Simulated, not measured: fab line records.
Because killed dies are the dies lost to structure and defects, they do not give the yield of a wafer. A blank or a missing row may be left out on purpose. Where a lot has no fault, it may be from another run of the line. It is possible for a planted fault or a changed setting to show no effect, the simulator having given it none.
Matching of chambers	flow sky130	SKY_VIA1_CMP_02 on cmp-01: 4 sister chambers
The step polishes SiO2. 8 wafers are shown with their chamber, then 12 later ones without.

## WAFERS, EACH WITH ITS CHAMBER
wafer	chamber	motor_current_A (A)
L083.2	2	11.5
L086.1	2	12.0
L087.5	3	14.8
L088.5	0	12.4
L088.6	3	14.4
L090.1	0	12.1
L090.2	1	11.5
L090.5	1	11.3

## WAFERS WHOSE CHAMBER IS MISSING
wafer	motor_current_A (A)
L089.2	11.6
L089.4	13.0
L089.6	12.5
L093.1	14.5
L093.3	12.5
L093.4	12.4
L094.3	12.1
L094.4	14.9
L094.6	11.5
L097.3	12.1
L097.5	14.5
L097.6	12.3

## THE CHAMBER EACH PASSED THROUGH
wafer	from the rows above	in truth
L089.2	can't be placed: 2 or 1 or 0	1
L089.4	can't be placed: 0 or 2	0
L089.6	can't be placed: 0 or 2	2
L093.1	3	3
L093.3	can't be placed: 0 or 2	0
L093.4	can't be placed: 0 or 2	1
L094.3	can't be placed: 0 or 2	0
L094.4	3	3
L094.6	can't be placed: 1 or 2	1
L097.3	can't be placed: 0 or 2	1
L097.5	3	3
L097.6	can't be placed: 0 or 2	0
3 of 12 placed correctly. From these rows, 9 cannot be placed; in 7 the true chamber is one of the candidates. Wrongly placed: 0.
How it was worked out, from the rows above alone: a wafer's distance from a chamber is the root of the sum, over the readings, of the square of ((its reading less the chamber's mean) divided by the reading's scatter). The wafer belongs to the nearest chamber; if the next one is less than 2 further off, it can't be placed. A chamber's mean is the mean of its shown wafers. The scatter: the root of (the sum of the squares of (reading less its chamber's mean) over the shown wafers, divided by (wafers less chambers)).
